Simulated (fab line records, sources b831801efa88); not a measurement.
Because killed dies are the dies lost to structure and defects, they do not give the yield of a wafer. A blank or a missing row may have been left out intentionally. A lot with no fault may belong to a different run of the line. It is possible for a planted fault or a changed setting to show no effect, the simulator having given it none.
Which tool did it? / flow gf180mcu / Sampling: 13 lots, 39 wafers, 5 of 602 route steps

== WHAT EACH GAUGE READ, for each wafer ==
GF_VT_IMPLANT_OVL_MEAS_18. Usual: VT_IMPLANT_01_OVL typically reads -0.2 nm, with standard deviation 1.3.
lot=L351; measured=day 6 03:13; on=overlay-01; VT_IMPLANT_01_OVL (nm)=-0.6 -1.2 -2.6; flag=
lot=L352; measured=day 6 12:52; on=overlay-01; VT_IMPLANT_01_OVL (nm)=1.9 1.4 0.5; flag=
lot=L353; measured=day 6 17:31; on=overlay-02; VT_IMPLANT_01_OVL (nm)=0.3 -1.6 -0.6; flag=
lot=L356; measured=day 7 11:09; on=overlay-01; VT_IMPLANT_01_OVL (nm)=-1.2 1.8 1.8; flag=
lot=L357; measured=day 8 01:40; on=overlay-01; VT_IMPLANT_01_OVL (nm)=2.3 -0.2 0.3; flag=
lot=L359; measured=day 8 03:56; on=overlay-01; VT_IMPLANT_01_OVL (nm)=0.7 0.4 -1.5; flag=
lot=L361; measured=day 8 19:59; on=overlay-01; VT_IMPLANT_01_OVL (nm)=-1.0 2.0 0.0; flag=
lot=L362; measured=day 9 07:10; on=overlay-02; VT_IMPLANT_01_OVL (nm)=0.2 1.4 1.0; flag=
lot=L363; measured=day 9 10:29; on=overlay-02; VT_IMPLANT_01_OVL (nm)=-1.0 -1.5 -1.6; flag=
lot=L365; measured=day 10 02:21; on=overlay-01; VT_IMPLANT_01_OVL (nm)=0.9 2.1 3.9; flag=
lot=L368; measured=day 10 20:49; on=overlay-02; VT_IMPLANT_01_OVL (nm)=-2.1 -0.6 -0.6; flag=
lot=L372; measured=day 11 21:45; on=overlay-02; VT_IMPLANT_01_OVL (nm)=-0.9 0.3 0.2; flag=
lot=L373; measured=day 12 05:01; on=overlay-01; VT_IMPLANT_01_OVL (nm)=-2.2 0.4 -3.0; flag=

GF_VT_IMPLANT_RS_MEAS_47: uses a four-point probe to measure. Usual: NWELL_RS typically reads 487.0 ohm/sq, with standard deviation 1.2.
lot=L351; measured=day 7 09:29; on=film metro-02; NWELL_RS (ohm/sq)=487.8 489.0 486.6; flag=
lot=L352; measured=day 8 00:01; on=film metro-02; NWELL_RS (ohm/sq)=485.1 485.5 485.1; flag=
lot=L353; measured=day 8 00:31; on=film metro-04; NWELL_RS (ohm/sq)=486.0 485.9 483.6; flag=
lot=L356; measured=day 8 20:59; on=film metro-04; NWELL_RS (ohm/sq)=487.2 485.8 486.5; flag=
lot=L357; measured=day 9 12:19; on=film metro-04; NWELL_RS (ohm/sq)=488.1 486.4 488.9; flag=
lot=L359; measured=day 9 14:16; on=film metro-04; NWELL_RS (ohm/sq)=497.7 496.8 496.2; flag=OFF
lot=L361; measured=day 10 06:52; on=film metro-04; NWELL_RS (ohm/sq)=488.7 488.8 488.2; flag=
lot=L362; measured=day 10 18:52; on=film metro-04; NWELL_RS (ohm/sq)=496.0 496.8 495.7; flag=OFF
lot=L363; measured=day 10 21:47; on=film metro-04; NWELL_RS (ohm/sq)=487.8 488.8 487.2; flag=
lot=L365; measured=day 11 16:31; on=film metro-02; NWELL_RS (ohm/sq)=486.6 487.5 488.4; flag=
lot=L368; measured=day 12 11:39; on=film metro-04; NWELL_RS (ohm/sq)=486.6 487.5 488.4; flag=
lot=L372; measured=day 13 14:11; on=film metro-02; NWELL_RS (ohm/sq)=487.7 486.9 486.6; flag=
lot=L373; measured=day 13 21:43; on=film metro-04; NWELL_RS (ohm/sq)=486.7 486.9 488.9; flag=

GF_CONTACT_THK_MEAS_01. Usual: CONTACT_CVD_00_THK typically reads 300.0 nm, with standard deviation 2.9.
lot=L351; measured=day 15 01:44; on=film metro-04; CONTACT_CVD_00_THK (nm)=302.8 297.7 297.6; flag=
lot=L352; measured=day 15 21:31; on=film metro-04; CONTACT_CVD_00_THK (nm)=297.6 303.6 299.3; flag=
lot=L353; measured=day 15 21:39; on=film metro-04; CONTACT_CVD_00_THK (nm)=305.1 300.4 302.2; flag=
lot=L356; measured=day 16 23:20; on=film metro-04; CONTACT_CVD_00_THK (nm)=303.5 299.0 297.8; flag=
lot=L357; measured=day 17 15:07; on=film metro-04; CONTACT_CVD_00_THK (nm)=305.8 299.8 297.9; flag=
lot=L359; measured=day 17 22:52; on=film metro-02; CONTACT_CVD_00_THK (nm)=299.6 301.0 302.3; flag=
lot=L361; measured=day 18 20:41; on=film metro-02; CONTACT_CVD_00_THK (nm)=295.4 299.4 297.1; flag=
lot=L362; measured=day 19 08:43; on=film metro-04; CONTACT_CVD_00_THK (nm)=299.2 301.8 297.6; flag=
lot=L363; measured=day 19 12:10; on=film metro-04; CONTACT_CVD_00_THK (nm)=302.0 301.4 291.8; flag=
lot=L365; measured=day 20 12:52; on=film metro-02; CONTACT_CVD_00_THK (nm)=297.8 295.9 295.1; flag=
lot=L368; measured=day 21 08:26; on=film metro-02; CONTACT_CVD_00_THK (nm)=297.4 300.0 299.7; flag=
lot=L372; measured=day 22 17:11; on=film metro-02; CONTACT_CVD_00_THK (nm)=299.8 302.9 302.5; flag=
lot=L373; measured=day 23 03:04; on=film metro-04; CONTACT_CVD_00_THK (nm)=294.3 295.5 299.8; flag=

== WHICH TOOL RAN EACH LOT (tool, then ch and the chambers of the sampled wafers, then the start) ==
lot=L351; GF_NWELL_IMPLANT_09=implanter-04 ch 0, day 3 06:06; GF_HV_LDD_STRIP_37=plasma asher-04 ch 0,1, day 11 12:46
lot=L352; GF_NWELL_IMPLANT_09=implanter-04 ch 0, day 3 13:22; GF_HV_LDD_STRIP_37=plasma asher-04 ch 0,1, day 12 05:38
lot=L353; GF_NWELL_IMPLANT_09=implanter-03 ch 0, day 3 17:45; GF_HV_LDD_STRIP_37=plasma asher-02 ch 0,1, day 12 06:19
lot=L356; GF_NWELL_IMPLANT_09=implanter-04 ch 0, day 4 10:06; GF_HV_LDD_STRIP_37=plasma asher-04 ch 0,1, day 13 04:54
lot=L357; GF_NWELL_IMPLANT_09=implanter-01 ch 0, day 4 16:20; GF_HV_LDD_STRIP_37=plasma asher-02 ch 0,1, day 13 20:49
lot=L359; GF_NWELL_IMPLANT_09=implanter-04 ch 0, day 5 02:55; GF_HV_LDD_STRIP_37=plasma asher-01 ch 0,1, day 14 00:21
lot=L361; GF_NWELL_IMPLANT_09=implanter-01 ch 0, day 5 13:11; GF_HV_LDD_STRIP_37=plasma asher-01 ch 0,1, day 14 19:29
lot=L362; GF_NWELL_IMPLANT_09=implanter-04 ch 0, day 5 19:33; GF_HV_LDD_STRIP_37=plasma asher-01 ch 0,1, day 15 07:49
lot=L363; GF_NWELL_IMPLANT_09=implanter-01 ch 0, day 5 23:19; GF_HV_LDD_STRIP_37=plasma asher-02 ch 0,1, day 15 10:40
lot=L365; GF_NWELL_IMPLANT_09=implanter-01 ch 0, day 6 14:02; GF_HV_LDD_STRIP_37=plasma asher-01 ch 0,1, day 16 09:53
lot=L368; GF_NWELL_IMPLANT_09=implanter-01 ch 0, day 7 07:21; GF_HV_LDD_STRIP_37=plasma asher-01 ch 0,1, day 17 03:20
lot=L372; GF_NWELL_IMPLANT_09=implanter-03 ch 0, day 8 02:32; GF_HV_LDD_STRIP_37=plasma asher-01 ch 0, day 18 12:10
lot=L373; GF_NWELL_IMPLANT_09=implanter-03 ch 0, day 8 10:44; GF_HV_LDD_STRIP_37=plasma asher-04 ch 0, day 18 23:11
- GF_NWELL_IMPLANT_09
- GF_HV_LDD_STRIP_37: strips in O2/N2.

== WHAT THE TOOLS THEMSELVES READ (means of the sampled wafers that have a number; where no wafer has one, the mark that the record gives instead) ==
GF_NWELL_IMPLANT_09. Usual: dose ions cm2 3.999e+12, standard deviation 4.1e+09; faraday current uA 22.6, standard deviation 0.43; tilt deg -0.001 degrees, standard deviation 0.019.
lot=L351; tool=implanter-04; dose ions cm2=4.000e+12; faraday current uA=22.2; tilt deg (degrees)=-0.026; flag=
lot=L352; tool=implanter-04; dose ions cm2=4.001e+12; faraday current uA=22.4; tilt deg (degrees)=0.006; flag=
lot=L353; tool=implanter-03; dose ions cm2=3.999e+12; faraday current uA=22.5; tilt deg (degrees)=0.006; flag=
lot=L356; tool=implanter-04; dose ions cm2=3.998e+12; faraday current uA=21.9; tilt deg (degrees)=0.007; flag=
lot=L357; tool=implanter-01; dose ions cm2=4.003e+12; faraday current uA=22.3; tilt deg (degrees)=-0.005; flag=
lot=L359; tool=implanter-04; dose ions cm2=3.459e+12; faraday current uA=19.4; tilt deg (degrees)=0.014; flag=OFF
lot=L361; tool=implanter-01; dose ions cm2=4.003e+12; faraday current uA=22.8; tilt deg (degrees)=-0.000; flag=
lot=L362; tool=implanter-04; dose ions cm2=3.462e+12; faraday current uA=19.3; tilt deg (degrees)=-0.024; flag=OFF
lot=L363; tool=implanter-01; dose ions cm2=4.002e+12; faraday current uA=23.0; tilt deg (degrees)=0.028; flag=
lot=L365; tool=implanter-01; dose ions cm2=3.995e+12; faraday current uA=22.3; tilt deg (degrees)=0.002; flag=
lot=L368; tool=implanter-01; dose ions cm2=4.001e+12; faraday current uA=22.3; tilt deg (degrees)=0.009; flag=
lot=L372; tool=implanter-03; dose ions cm2=3.998e+12; faraday current uA=22.8; tilt deg (degrees)=-0.025; flag=
lot=L373; tool=implanter-03; dose ions cm2=3.994e+12; faraday current uA=22.5; tilt deg (degrees)=-0.001; flag=

GF_HV_LDD_STRIP_37. Usual: drypump motor current A 5.9 A, standard deviation 0.5; heater power w 324 W, standard deviation 35; oes product au 0.715 a.u., standard deviation 0.0051; strip time to endpoint s 12.61 s, standard deviation 0.036.
lot=L351; tool=plasma asher-04; drypump motor current A (A)=5.5; heater power w (W)=293; oes product au (a.u.)=0.719; strip time to endpoint s (s)=12.59; flag=
lot=L352; tool=plasma asher-04; drypump motor current A (A)=5.5; heater power w (W)=293; oes product au (a.u.)=0.713; strip time to endpoint s (s)=12.57; flag=
lot=L353; tool=plasma asher-02; drypump motor current A (A)=6.7; heater power w (W)=351; oes product au (a.u.)=0.717; strip time to endpoint s (s)=12.60; flag=
lot=L356; tool=plasma asher-04; drypump motor current A (A)=5.5; heater power w (W)=295; oes product au (a.u.)=0.712; strip time to endpoint s (s)=12.63; flag=
lot=L357; tool=plasma asher-02; drypump motor current A (A)=6.6; heater power w (W)=357; oes product au (a.u.)=0.715; strip time to endpoint s (s)=12.64; flag=
lot=L359; tool=plasma asher-01; drypump motor current A (A)=5.8; heater power w (W)=317; oes product au (a.u.)=0.721; strip time to endpoint s (s)=12.57; flag=
lot=L361; tool=plasma asher-01; drypump motor current A (A)=5.8; heater power w (W)=308; oes product au (a.u.)=0.713; strip time to endpoint s (s)=12.65; flag=
lot=L362; tool=plasma asher-01; drypump motor current A (A)=5.8; heater power w (W)=305; oes product au (a.u.)=0.719; strip time to endpoint s (s)=12.60; flag=
lot=L363; tool=plasma asher-02; drypump motor current A (A)=6.7; heater power w (W)=353; oes product au (a.u.)=0.718; strip time to endpoint s (s)=12.67; flag=
lot=L365; tool=plasma asher-01; drypump motor current A (A)=5.8; heater power w (W)=312; oes product au (a.u.)=0.716; strip time to endpoint s (s)=12.59; flag=
lot=L368; tool=plasma asher-01; drypump motor current A (A)=5.8; heater power w (W)=308; oes product au (a.u.)=0.716; strip time to endpoint s (s)=12.61; flag=
lot=L372; tool=plasma asher-01; drypump motor current A (A)=5.8; heater power w (W)=304; oes product au (a.u.)=0.717; strip time to endpoint s (s)=12.51; flag=
lot=L373; tool=plasma asher-04; drypump motor current A (A)=5.4; heater power w (W)=266; oes product au (a.u.)=0.713; strip time to endpoint s (s)=12.60; flag=

== THE ANSWER, worked out from the rows above alone ==
Rule: a lot is off if the mean of its wafers that have a number lies more than 3 standard deviations from the usual mean. A lot without any number at a reading at which 4 lots or more have one is off too. The other lots that the step has rows for count as sound. Order of review: gauges by route order, followed by the tools' own readings, for which a lot's mean as printed above is used. The first step at which some lot is off is used, and at that step the reading that is off furthest; a lot without a number counts as furthest.
Off: at GF_VT_IMPLANT_RS_MEAS_47 (NWELL_RS), L359, L362.
If a tool, at a process step before that reading, ran all the lots that are off and no sound lot after the first of them, it fits. The gauges at GF_VT_IMPLANT_RS_MEAS_47 aren't tried: what is off there is off at GF_NWELL_IMPLANT_09 too, on other tools, and a gauge's error can't cause that. One candidate fits, namely implanter-04 at GF_NWELL_IMPLANT_09. A fault onset in the window from L356 (day 4 10:06, its last sound lot) to L359 (day 5 02:55, its first lot off) fits.
The tool's own readings at GF_NWELL_IMPLANT_09 bear it out: on the lots that are off they differ by more than 5 times the standard deviation of the sound lots' means. dose ions cm2 reads 3.460e+12 there against 3.999e+12 on the sound lots; faraday current uA reads 19.4 there against 22.5 on the sound lots.

== WHAT THE SIMULATOR HAD INSERTED ==
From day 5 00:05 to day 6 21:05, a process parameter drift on implanter-04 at GF_NWELL_IMPLANT_09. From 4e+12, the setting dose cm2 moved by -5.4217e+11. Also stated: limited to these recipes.
Struck lots among those shown: L359, L362. Same finding as the rule above.
